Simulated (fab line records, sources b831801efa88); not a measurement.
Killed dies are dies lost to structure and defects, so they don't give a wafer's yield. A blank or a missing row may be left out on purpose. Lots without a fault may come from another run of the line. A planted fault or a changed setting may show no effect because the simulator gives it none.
fab line records | flow sky130
record lots=7 wafers=21 last_day=50
route steps=708 shown VIA2@510 PAD_OPEN@708
lots that met no fault: from a run of the same line without faults
start_h: hours from the record's first day to the start of the lot's first wafer shown | wait_h: hours since the lot's step before | " the same as in the row above | L1.1+2: a row that stands for several wafers | - no value, or no start given | * or withheld: withheld | < > ~ a bound
route shown NAME@n: a module of which the file shows steps, and the number in the route of the first | usual: mean/standard deviation of fault-free wafers | same: alike in all rows | chamber/n: place in a boat | sites: the reading at each site | _std_site: their standard deviation | _edge_site: outer sites' mean less inner sites' | radius_mm: how far each site lies from the wafer's centre | mask NAME#n: copy n | behind: the tool/chamber that last shaped the wafer | hold: why the lot was held/for how many hours/how that ended | device: the transistor (n, p or np) that didn't switch | end of line: the same wafers' tests at the end of the route | a step without rows: its recipe alone | killed: dies lost to structure and defects at the first sort, not the wafer's yield | map: a wafer's dies, x killed, . not, _ none there
set.NAME: the setting as run; set.NAME@STEP: as run at that earlier step | model.NAME: the simulator's own value behind a step, which no gauge read
lots at some steps of the route; a table a step, a row a wafer
services: from which hour (start_h, from the record's first day; less than 0 if before it) a tool's chamber was out of use, for how many hours, and why
## steps
# step SKY_VIA2_BOW_MEAS_03
# recipe mode=bow
# usual VIA2_BOW=86/6.2
# columns lot.wafer tool chamber start_h wait_h VIA2_BOW[um]
L448.1 film_metro-04 - 832.72 0.1 96
L448.4 " - " " 87
L448.5 " - " " 91
L449.1 film_metro-01 - 863.40 0.2 93
L449.4 " - " " 89
L449.6 " - " " 96
L452.1 film_metro-01 - 880.63 0.1 87
L452.4 " - " " 88
L452.5 " - " " 88
L453.1 film_metro-03 - 884.33 0.2 81
L453.3 " - " " 90
L453.4 " - " " 86
L458.1 film_metro-01 - 915.07 0.1 84
L458.4 " - " " 82
L458.5 " - " " 82
L459.1 film_metro-04 - 929.06 0.2 89
L459.5 " - " " 89
L459.6 " - " " 76
L467.1 film_metro-01 - 976.32 0.2 79
L467.2 " - " " 77
L467.4 " - " " 79
# step SKY_VIA2_DEHYDRATE_04
# recipe temp_c=200 time_s=60
# step SKY_VIA2_HMDS_05
# recipe prime_time_s=60 prime_temp_c=120
# step SKY_VIA2_COAT_06
# recipe resist=BARC temp_c=withheld time_s=withheld spin_rpm=3000 resist_thk_nm=60
# step SKY_VIA2_COAT_07
# recipe resist=KrF-thick spin_rpm=3000 resist_thk_nm=450
# step SKY_VIA2_SOFTBAKE_08
# recipe temp_c=100 time_s=90 resist=KrF-thick
# step SKY_VIA2_EXPOSE_09
# recipe mask_id=VIM2 na=0.8 source_shape=annular sigma_inner=0.55 sigma_outer=0.85 target_cd_nm=200 dose_mj=38
# step SKY_VIA2_PEB_10
# recipe peb_temp_c=withheld peb_time_s=withheld resist=KrF-thick
# step SKY_VIA2_DEVELOP_11
# recipe develop_time_s=60 resist=KrF-thick dev_temp_c=21
# step SKY_VIA2_CD_MEAS_12
# recipe target_cd_nm=200
# usual cd_nm=200.4/1.2
# columns lot.wafer tool chamber start_h wait_h cd_nm
L448.1 cd_sem-01 - 858.63 - 199.4
L448.4 " - " " 199.6
L448.5 " - " " 200.5
L449.1 cd_sem-01 - 888.48 - 200.3
L449.4 " - " " 199.8
L449.6 " - " " 200.4
L452.1 cd_sem-02 - 905.21 - 200.9
L452.4 " - " " 201.7
L452.5 " - " " 199.7
L453.1 cd_sem-01 - 909.51 - 201.4
L453.3 " - " " 201.4
L453.4 " - " " 200.8
L458.1 cd_sem-01 - 938.56 - 200.9
L458.4 " - " " 200.0
L458.5 " - " " 199.3
L459.1 cd_sem-02 - 953.06 - 200.9
L459.5 " - " " 200.1
L459.6 " - " " 201.9
L467.1 cd_sem-02 - 999.73 - 201.3
L467.2 " - " " 200.2
L467.4 " - " " 201.2
# step SKY_VIA2_OVL_MEAS_13
# usual VIA2_OVL=-3/4.8
# columns lot.wafer tool chamber start_h wait_h VIA2_OVL[nm]
L448.1 overlay-02 - 858.75 0.1 3
L448.4 " - " " -5
L448.5 " - " " -1
L449.1 overlay-02 - 888.60 0.1 -2
L449.4 " - " " -9
L449.6 " - " " -4
L452.1 overlay-01 - 905.33 0.1 6
L452.4 " - " " -3
L452.5 " - " " 7
L453.1 overlay-01 - 909.63 0.1 -6
L453.3 " - " " 1
L453.4 " - " " -2
L458.1 overlay-02 - 938.68 0.1 3
L458.4 " - " " 0
L458.5 " - " " -4
L459.1 overlay-01 - 953.18 0.1 -2
L459.5 " - " " -11
L459.6 " - " " 1
L467.1 overlay-01 - 999.85 0.1 -4
L467.2 " - " " -13
L467.4 " - " " -5
# step SKY_VIA2_ETCH_14
# recipe chemistry=N2/H2 target=BARC ion_energy_ev=200 source_w=500 bias_w=100 pressure_mtorr=30 n2_flow_sccm=100 h2_flow_sccm=200 stop_on=SiO2 time_s=45.9 target_depth_a=600
# usual bias_w=99.97/0.3 chamber_pressure_mTorr=30.001/0.025 drypump_motor_current_A=5.8/0.53 oes_product_au=0.854/0.005 throttle_valve_pct=13.225/0.0087
# columns lot.wafer tool chamber start_h wait_h bias_w chamber_pressure_mTorr drypump_motor_current_A oes_product_au rf_hours_counter_h throttle_valve_pct
L448.1 rie_diel-03 2 858.79 0.0 99.98 30.000 5.4 0.853 0 13.228
L448.4 " 3 " " 100.26 30.014 6.5 0.861 19 13.235
L448.5 " 1 " " 99.97 30.001 6.2 0.852 - 13.237
L449.1 rie_diel-03 1 888.64 0.0 99.64 30.006 6.2 0.860 11 13.229
L449.4 " 0 " " 99.83 29.970 5.8 0.854 13 13.217
L449.6 " 1 " " 100.00 30.015 6.2 0.856 - 13.226
L452.1 rie_diel-03 1 905.36 0.0 99.96 29.990 6.2 0.854 12 13.220
L452.4 " 2 " " 100.05 29.984 5.4 0.850 2 13.242
L452.5 " 1 " " 99.90 29.994 6.2 0.852 - 13.222
L453.1 rie_diel-03 1 909.66 0.0 99.88 29.984 6.2 0.856 12 13.204
L453.3 " 0 " " 100.60 29.977 5.7 0.854 14 13.220
L453.4 " 3 " " 99.94 30.016 6.5 0.853 21 13.218
L458.1 rie_diel-01 3 938.71 0.0 100.00 29.960 5.2 0.857 9 13.228
L458.4 " 2 " " 100.10 29.970 6.5 0.856 - 13.235
L458.5 " 0 " " 99.67 29.977 6.5 0.849 - 13.220
L459.1 rie_diel-02 1 953.21 0.0 99.98 29.976 5.3 0.854 15 13.217
L459.5 " 0 " " 99.16 30.020 5.7 0.854 - 13.219
L459.6 " 3 " " 99.64 29.962 5.1 0.857 - 13.220
L467.1 rie_diel-01 1 999.89 0.0 99.89 30.024 5.0 0.863 10 13.235
L467.2 " 3 " " 100.31 30.014 5.2 0.859 11 13.223
L467.4 " 2 " " 100.23 30.045 6.4 0.858 26 13.223
# step SKY_VIA2_ETCH_15
# recipe target=SiO2 chemistry=C4F8/O2/Ar target_depth_nm=546 stop_on=TiN mask_material=KrF-thick source_w=1500 bias_w=1200 pressure_mtorr=40 c4f8_flow_sccm=withheld O2_flow_sccm=6 Ar_flow_sccm=300 time_s=84
# usual bias_w=1200/3.4 chamber_pressure_mTorr=40.00/0.04 oes_product_au=0.939/0.005
# columns lot.wafer tool chamber start_h wait_h bias_w chamber_pressure_mTorr oes_product_au rf_hours_counter_h model.KrF-thick_of_VIA2_COAT_07.thk_nm model.TiN_of_METAL2_SPUTTER_04.thk_nm
L448.1 rie_diel-03 2 858.83 0.0 1195 39.95 0.943 0 287.6 71.49
L448.4 " 3 " " 1200 39.99 0.938 19 288.6 70.71
L448.5 " 1 " " 1203 40.04 0.942 - 284.7 71.22
L449.1 rie_diel-03 1 888.68 0.0 1641 40.00 0.937 11 272.5 68.32
L449.4 " 0 " " 1639 39.95 0.936 13 273.8 68.57
L449.6 " 1 " " 1637 39.92 0.941 - 271.1 69.11
L452.1 rie_diel-03 1 905.40 0.0 1638 39.97 0.931 12 274.8 68.5
L452.4 " 2 " " 1639 39.98 0.940 2 272.1 67.88
L452.5 " 1 " " 1646 40.00 0.950 - 275.3 68.24
L453.1 rie_diel-03 1 909.70 0.0 1635 40.02 0.943 12 275.1 68.68
L453.3 " 0 " " 1635 40.01 0.934 14 277.7 66.85
L453.4 " 3 " " 1638 39.99 0.940 21 277.1 68.17
L458.1 rie_diel-01 3 938.75 0.0 1202 40.05 0.937 9 284.9 69.32
L458.4 " 2 " " 1205 40.01 0.941 - 281.7 69.56
L458.5 " 0 " " 1196 40.06 0.928 - 286.2 68.89
L459.1 rie_diel-02 1 953.25 0.0 1199 39.96 0.942 15 285.4 70.3
L459.5 " 0 " " 1202 40.01 0.943 - 282.8 71.19
L459.6 " 3 " " 1203 39.98 0.942 - 281.4 70.21
L467.1 rie_diel-01 1 999.93 0.0 1202 39.99 0.934 10 282 69.45
L467.2 " 3 " " 1197 39.97 0.931 12 282.2 69.21
L467.4 " 2 " " 1202 39.99 0.935 26 281 70.47
# step SKY_VIA2_STRIP_16
# recipe chemistry=O2/N2 power_w=1400 pressure_mtorr=1500 platen_temp_c=withheld o2_flow_sccm=3000 n2_flow_sccm=300 overash_fraction=0.5
# usual chamber_pressure_mTorr=1500.0/1.4 drypump_motor_current_A=5.9/0.36 oes_product_au=0.399/0.0046 strip_time_to_endpoint_s=4.05/0.032
# columns lot.wafer tool chamber start_h wait_h chamber_pressure_mTorr drypump_motor_current_A oes_product_au rf_hours_counter_h strip_time_to_endpoint_s
L448.1 plasma_asher-03 0 858.89 0.0 1500.8 6.3 0.401 102 4.10
L448.4 " 0 " " 1503.2 6.3 0.397 - 4.11
L448.5 " 0 " " 1497.5 6.3 0.402 - 4.06
L449.1 plasma_asher-02 1 888.75 0.0 1502.3 5.6 0.387 13 3.93
L449.4 " 0 " " 1499.9 5.9 0.399 - 3.94
L449.6 " 0 " " 1502.1 5.9 0.392 - 3.92
L452.1 plasma_asher-01 0 905.47 0.0 1502.3 5.3 0.402 45 3.95
L452.4 " 1 " " 1499.1 6.3 0.392 - 3.94
L452.5 " 1 " " 1498.4 6.3 0.397 - 3.98
L453.1 plasma_asher-03 1 909.77 0.0 1499.8 5.7 0.395 107 3.95
L453.3 " 1 " " 1500.7 5.7 0.394 - 3.99
L453.4 " 0 " " 1501.9 6.3 0.394 - 3.99
L458.1 plasma_asher-03 0 938.82 0.0 1501.9 6.3 0.402 110 4.08
L458.4 " 0 " " 1499.3 6.3 0.401 - 4.03
L458.5 " 0 " " 1500.7 6.3 0.392 - 4.06
L459.1 plasma_asher-02 1 953.32 0.0 1501.6 5.6 0.402 19 4.07
L459.5 " 0 " " 1499.5 5.9 0.399 - 4.05
L459.6 " 1 " " 1500.2 5.6 0.400 - 4.03
L467.1 plasma_asher-03 1 1000.00 0.0 1501.6 5.7 0.395 116 4.04
L467.2 " 0 " " 1502.0 6.3 0.406 116 4.02
L467.4 " 0 " " 1498.9 6.3 0.393 - 4.01
# step SKY_VIA2_STRIP_17
# recipe chemistry=post_etch_residue_remover time_s=1200 temp_c=72.5
# step SKY_PAD_OPEN_PROBE_99
# usual defect_limited_yield=82.6/1.7 killed_at_M0_to_M3=42/6.4 killed_at_M4_up=3.2/1.9 killed_at_contacts=24/4.8 killed_at_front_end=16/4.4 killed_at_other=0.3/0.55 killed_dies=86/8.6 killed_open=46/6.6 killed_short=39/5.7 sort_bin_3_pad_short=0.8/0.41 sort_bin_5_function=10.3/1.5 sort_bin_6_memory=6.3/1 sort_n_pass=406/8.6 sort_yield_pct=82.6/1.7
# same gross_dies=492 killed_at_back_side=0 sort_bin_4_leakage[%]=0 sort_bin_8_speed[%]=0
# columns lot.wafer tool chamber start_h wait_h defect_limited_yield[%] killed_at_M0_to_M3 killed_at_M4_up killed_at_contacts killed_at_front_end killed_at_other killed_dies killed_open killed_short sort_bin_3_pad_short[%] sort_bin_5_function[%] sort_bin_6_memory[%] sort_n_pass sort_yield_pct[%]
L449.1 prober-02 - 1105.95 0.1 82.7 39 4 25 16 1 85 50 34 0.6 10.4 6.3 407 82.7
L449.4 prober-02 - 1106.10 0.2 83.7 41 1 16 22 0 80 38 42 0.6 10.6 5.1 412 83.7
L449.6 prober-02 - 1106.20 0.2 80.5 46 6 21 22 1 96 37 59 1.2 10.6 7.7 396 80.5
L452.1 prober-02 - 1120.26 0.1 82.3 44 3 20 19 1 87 43 44 1.0 11.4 5.3 405 82.3
L452.4 prober-02 - 1120.41 0.2 83.1 45 2 21 14 1 83 43 39 1.4 10.0 5.5 409 83.1
L452.5 prober-02 - 1120.46 0.2 82.7 44 3 23 13 2 85 41 43 1.4 10.6 5.3 407 82.7
L458.1 prober-01 - 1146.30 0.1 83.5 40 3 20 17 1 81 45 35 0.8 9.8 5.9 411 83.5
L458.4 prober-01 - 1146.45 0.2 86.2 37 1 14 16 0 68 41 27 0.8 6.9 6.1 424 86.2
L458.5 prober-01 - 1146.50 0.2 83.3 46 2 20 11 3 82 42 39 0.2 11.0 5.5 410 83.3
L459.1 prober-02 - 1156.28 0.1 82.5 45 3 23 15 0 86 47 39 0.8 10.6 6.1 406 82.5
L459.5 prober-02 - 1156.48 0.2 78.5 55 3 32 15 1 106 59 45 0.6 15.0 5.9 386 78.5
L459.6 prober-02 - 1156.53 0.2 79.5 53 4 22 22 0 101 60 41 0.6 12.4 7.5 391 79.5
# killed by level:class
L449.1 VIA1:geometric_particle:open=11 LI_CONTACT:geometric_particle:open=7 FIELD_ISO:geometric_particle:open=6 CONTACT:geometric_particle:open=6 VIA3:geometric_particle:open=6 FIELD_ISO:geometric_particle:short=5 CONTACT:geometric_particle:short=5 METAL1:geometric_particle:short=5
L449.4 VIA1:geometric_particle:open=9 METAL1:geometric_particle:short=8 CONTACT:geometric_particle:open=7 VIA2:geometric_particle:open=6 FIELD_ISO:geometric_particle:short=5 FIELD_ISO:geometric_particle:open=4 POLY_GATE:geometric_particle:open=4 POLY_GATE:geometric_particle:short=4
L449.6 METAL1:geometric_particle:short=12 CONTACT:geometric_particle:short=8 VIA1:geometric_particle:open=7 FIELD_ISO:geometric_particle:short=6 FIELD_ISO:geometric_particle:open=6 CONTACT:geometric_particle:open=6 VIA3:geometric_particle:open=6 VIA1:geometric_particle:short=5
L452.1 FIELD_ISO:geometric_particle:open=10 CONTACT:geometric_particle:open=9 METAL1:geometric_particle:short=8 METAL2:geometric_particle:short=7 VIA1:geometric_particle:short=6 LI_CONTACT:geometric_particle:short=5 VIA1:geometric_particle:open=5 VIA3:geometric_particle:open=5
L452.4 VIA1:geometric_particle:open=12 CONTACT:geometric_particle:open=8 METAL1:geometric_particle:short=7 VIA2:geometric_particle:open=6 CONTACT:geometric_particle:short=4 VIA1:geometric_particle:short=4 VIA3:geometric_particle:open=4 FIELD_ISO:geometric_particle:short=3
L452.5 FIELD_ISO:geometric_particle:open=9 VIA1:geometric_particle:open=9 CONTACT:geometric_particle:open=7 VIA3:geometric_particle:short=7 CONTACT:geometric_particle:short=6 METAL2:geometric_particle:short=6 VIA3:geometric_particle:open=6 METAL1:geometric_particle:short=5
L458.1 VIA1:geometric_particle:open=10 CONTACT:geometric_particle:open=7 POLY_GATE:geometric_particle:short=6 VIA3:geometric_particle:open=6 POLY_GATE:geometric_particle:open=5 VIA2:geometric_particle:open=5 VIA3:geometric_particle:short=4 LI_CONTACT:geometric_particle:open=4
L458.4 METAL1:geometric_particle:short=8 VIA3:geometric_particle:open=8 FIELD_ISO:geometric_particle:open=7 CONTACT:geometric_particle:open=6 VIA1:geometric_particle:open=6 VIA2:geometric_particle:open=5 FIELD_ISO:geometric_particle:short=4 LI_CONTACT:geometric_particle:open=4
L458.5 VIA1:geometric_particle:open=12 VIA3:geometric_particle:open=8 CONTACT:geometric_particle:open=7 VIA3:geometric_particle:short=6 LI_CONTACT:geometric_particle:short=5 METAL1:geometric_particle:short=5 POLY_GATE:geometric_particle:short=4 LI_CONTACT:geometric_particle:open=4
L459.1 VIA1:geometric_particle:open=10 VIA2:geometric_particle:open=8 LI_CONTACT:geometric_particle:open=8 VIA3:geometric_particle:open=7 FIELD_ISO:geometric_particle:short=6 CONTACT:geometric_particle:open=6 METAL3:geometric_particle:short=6 LOCAL_INTERCONNECT:geometric_particle:short=3
L459.5 CONTACT:geometric_particle:open=17 VIA1:geometric_particle:open=12 METAL1:geometric_particle:short=9 FIELD_ISO:geometric_particle:open=6 LI_CONTACT:geometric_particle:open=6 VIA2:geometric_particle:open=6 VIA3:geometric_particle:open=6 VIA2:geometric_particle:short=5
L459.6 VIA1:geometric_particle:open=15 FIELD_ISO:geometric_particle:short=8 LI_CONTACT:geometric_particle:open=8 CONTACT:geometric_particle:open=8 VIA3:geometric_particle:open=8 FIELD_ISO:geometric_particle:open=6 POLY_GATE:geometric_particle:short=6 METAL1:geometric_particle:short=5
## services
# columns tool chamber start_h hours kind
rie_diel-02 - 851.03 0.2 repair
rie_diel-03 3 859.84 3.5 repair
plasma_asher-03 - 872.48 0.4 repair
rie_diel-03 0 874.78 11.9 repair
rie_diel-01 1 876.91 86.9 repair
rie_diel-02 0 876.93 2.8 repair
plasma_asher-02 - 902.56 6.1 repair
rie_diel-01 2 913.82 1.8 repair
plasma_asher-01 - 923.72 4.0 repair
rie_diel-02 3 928.86 18.5 repair
rie_diel-03 1 929.57 8.1 repair
rie_diel-03 0 941.26 2.2 repair
rie_diel-03 3 955.67 - clean
rie_diel-03 3 955.67 24.1 scheduled_down
rie_diel-03 3 955.67 24.1 vent_cycle
rie_diel-02 0 996.02 2.6 repair
## key
first_sign step=SKY_VIA2_ETCH_15 reading=bias_w direction=up sigmas=99+ usual=1200 struck=1639
effect step=SKY_VIA2_STRIP_16 reading=strip_time_to_endpoint_s direction=down sigmas=3.1 usual=* struck=*
model_effect step=SKY_VIA2_ETCH_15 value=KrF-thick_of_VIA2_COAT_07.thk_nm without=285.8 struck=274.4
met_at SKY_VIA2_ETCH_15
struck_wafers L449.1,L449.4,L449.6,L452.1,L452.4,L452.5,L453.1,L453.3,L453.4
onset_between 858.83 888.68
fault kind=process_parameter_drift tool=rie_diel-03 chamber=- onset_h=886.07 steps=SKY_VIA2_ETCH_15 channel=bias_w offset=439.46 shape=step end_h=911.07 acts_in=these_recipes_only stated=1200
